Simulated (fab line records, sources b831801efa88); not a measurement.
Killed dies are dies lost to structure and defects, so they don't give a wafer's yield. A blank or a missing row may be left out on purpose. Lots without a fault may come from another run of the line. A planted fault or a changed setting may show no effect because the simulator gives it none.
Chamber matching | flow sfq_line | SFQ_TRILAYER_I3_CMP_CMP_082 on cmp-02: 4 sister chambers
The step polishes SiO2. 18 wafers are shown with their chamber, then 9 later ones without.

WAFERS WITH THEIR CHAMBER
wafer  | chamber | motor_current_A (A) | time_to_endpoint_s (s)
L251.1 | 3       | 11.2                | 211
L251.2 | 0       | 8.8                 | 210
L251.6 | 2       | 10.9                | 212
L252.1 | 2       | 11.6                | 216
L252.2 | 1       | 10.7                | 220
L252.4 | 0       | 9.1                 | 226
L253.3 | 1       | 10.8                | 216
L253.4 | 2       | 11.6                | 214
L253.5 | 0       | 8.4                 | 225
L254.4 | 3       | 10.5                | 221
L254.3 | 1       | 11.7                | 225
L254.5 | 3       | 10.5                | 220
L255.1 | 3       | 10.5                | 215
L255.4 | 1       | 10.8                | 230
L255.6 | 0       | 8.6                 | 223
L267.1 | 0       | 9.2                 | 207
L267.4 | 3       | 10.0                | 224
L267.5 | 2       | 11.2                | 214

SIGNATURES (means of the wafers above)
reading            | chamber 0 | chamber 1 | chamber 2 | chamber 3 | scatter within a chamber
motor_current_A    | 8.820     | 11.000    | 11.325    | 10.540    | 0.395
time_to_endpoint_s | 218.20    | 222.75    | 214.00    | 218.20    | 6.26
Rule: a wafer's distance from a chamber is the root of the sum, over the readings, of the square of ((its reading less the chamber's mean) divided by the reading's scatter). The wafer belongs to the nearest chamber; if the next one is less than 2 further off, it can't be placed. The scatter: the root of (the sum of the squares of (reading less its chamber's mean) over the shown wafers, divided by (wafers less chambers)).

WAFERS WITHOUT THEIR CHAMBER
wafer  | motor_current_A (A) | time_to_endpoint_s (s)
L268.3 | 9.1                 | 224
L268.4 | 11.7                | 215
L268.6 | 11.3                | 220
L271.2 | 11.2                | 204
L271.4 | 9.0                 | 214
L271.6 | 11.0                | 203
L272.3 | 11.2                | 208
L272.1 | 10.9                | 206
L272.5 | 11.2                | 214

WHICH CHAMBER EACH WENT THROUGH
wafer  | from the rows above          | in truth
L268.3 | 0                            | 0
L268.4 | can't be placed: 2 or 1      | 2
L268.6 | can't be placed: 1 or 2 or 3 | 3
L271.2 | can't be placed: 2 or 3 or 1 | 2
L271.4 | 0                            | 0
L271.6 | can't be placed: 2 or 3 or 1 | 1
L272.3 | can't be placed: 2 or 3 or 1 | 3
L272.1 | can't be placed: 2 or 3 or 1 | 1
L272.5 | can't be placed: 2 or 1 or 3 | 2
Placed correctly: 2 of 9. Can't be placed from these rows: 7 (the true chamber is among the candidates in 7). Placed wrongly: 0.
